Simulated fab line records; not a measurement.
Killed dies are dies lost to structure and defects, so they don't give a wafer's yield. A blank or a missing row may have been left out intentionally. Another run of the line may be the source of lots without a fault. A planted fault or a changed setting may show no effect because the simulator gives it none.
2 desks, one fault || flow gf180mcu || each desk holds nothing but its own numbers, with what lay behind them at the end

THE METROLOGY DESK
What the gauges read, lot by lot, whatever tool the lot ran on: means of the sampled wafers that have a number. Any lot whose mean is over 4 standard deviations away from the usual mean is out of limits and marked OUT; that distance is given in the brackets.
Columns: A = STI_OXIDATION_01_THK at GF_STI_THK_MEAS_22, usual 15.14 nm; B = VT_IMPLANT_02_OVL at GF_VT_IMPLANT_OVL_MEAS_29, usual 0.2 nm; C = MVSD_RS at GF_VT_IMPLANT_RS_MEAS_46, usual 457.4 ohm/sq
{"lot": "L399", "first seen here": "day 2 09:49", "A": 15.05, "B": -2.0, "C": 456.1}
{"lot": "L401", "first seen here": "day 2 19:53", "A": 15.21, "B": 0.7, "C": 457.6}
{"lot": "L402", "first seen here": "day 3 04:18", "A": 15.37, "B": 1.7, "C": 458.2}
{"lot": "L404", "first seen here": "day 3 17:45", "A": 15.30, "B": -0.0, "C": 456.7}
{"lot": "L405", "first seen here": "day 3 17:46", "A": 15.40, "B": 1.0, "C": 457.7}
{"lot": "L406", "first seen here": "day 4 01:55", "A": 15.37, "B": -2.1, "C": 456.8}
{"lot": "L408", "first seen here": "day 4 11:39", "A": 15.07, "B": -0.3, "C": 456.8}
{"lot": "L410", "first seen here": "day 4 22:47", "A": 15.49, "B": 2.0, "C": 457.6}
{"lot": "L412", "first seen here": "day 5 06:07", "A": 15.06, "B": 1.4, "C": "444.2 (-12) OUT"}
{"lot": "L413", "first seen here": "day 5 09:44", "A": 14.96, "B": 1.8, "C": "450.0 (-6.7) OUT"}
{"lot": "L418", "first seen here": "day 6 10:30", "A": 15.43, "B": 1.8, "C": 456.6}
{"lot": "L420", "first seen here": "day 6 20:40", "A": 15.00, "B": 0.8, "C": 455.2}
{"lot": "L421", "first seen here": "day 7 03:38", "A": 15.24, "B": 0.8, "C": 458.6}
This desk's result: L412, L413 out of limits, first on L412 (MVSD_RS at GF_VT_IMPLANT_RS_MEAS_46), day 11 14:45. Within limits: L399, L401, L402, L404, L405, L406, L408, L410, L418, L420, L421.

AT THE TOOL OWNER'S DESK: implanter-01
The tool's own readings at GF_MVSD_IMPLANT_09, given as means over the sampled wafers that have a number, one for each lot that went through this tool. Any lot whose mean is over 4 standard deviations away from the usual mean is out of limits and marked OUT; that distance is given in the brackets.
Columns: A = beam-on-s at GF_MVSD_IMPLANT_09, usual 9.99 s; B = faraday-current-uA at GF_MVSD_IMPLANT_09, usual 28.2
{"lot": "L399", "first seen here": "day 4 15:47", "A": 10.07, "B": 28.0}
{"lot": "L402", "first seen here": "day 5 18:50", "A": 9.98, "B": 28.2}
{"lot": "L404", "first seen here": "day 6 10:04", "A": 10.02, "B": 28.1}
{"lot": "L410", "first seen here": "day 7 15:38", "A": 10.13, "B": 27.8}
{"lot": "L412", "first seen here": "day 7 22:38", "A": "11.91 (+10) OUT", "B": "24.2 (-7.2) OUT"}
{"lot": "L413", "first seen here": "day 8 04:32", "A": "11.09 (+5.8) OUT", "B": "25.8 (-4.3) OUT"}
This desk's verdict: out of limits on L412, L413, starting with L412 at day 7 22:38 (beam-on-s at GF_MVSD_IMPLANT_09). Within limits: L399, L402, L404, L410.

BROUGHT TOGETHER
On L412, L413, at day 7 22:38, an alarm was possible from the tool owner's desk.
On L412, L413, the metrology desk was in a position to raise an alarm at day 11 14:45.
On implanter-01, each named lot ran GF_MVSD_IMPLANT_09.

WHAT THE SIMULATOR HAD PUT IN
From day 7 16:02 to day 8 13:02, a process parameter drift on implanter-01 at GF_MVSD_IMPLANT_09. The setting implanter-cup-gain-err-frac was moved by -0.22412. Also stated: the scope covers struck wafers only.
Shown lots that were struck: L412, L413.
Time in hours from fault onset to the first out-of-limits reading at each desk: tool owner's desk 7, metrology desk 95.
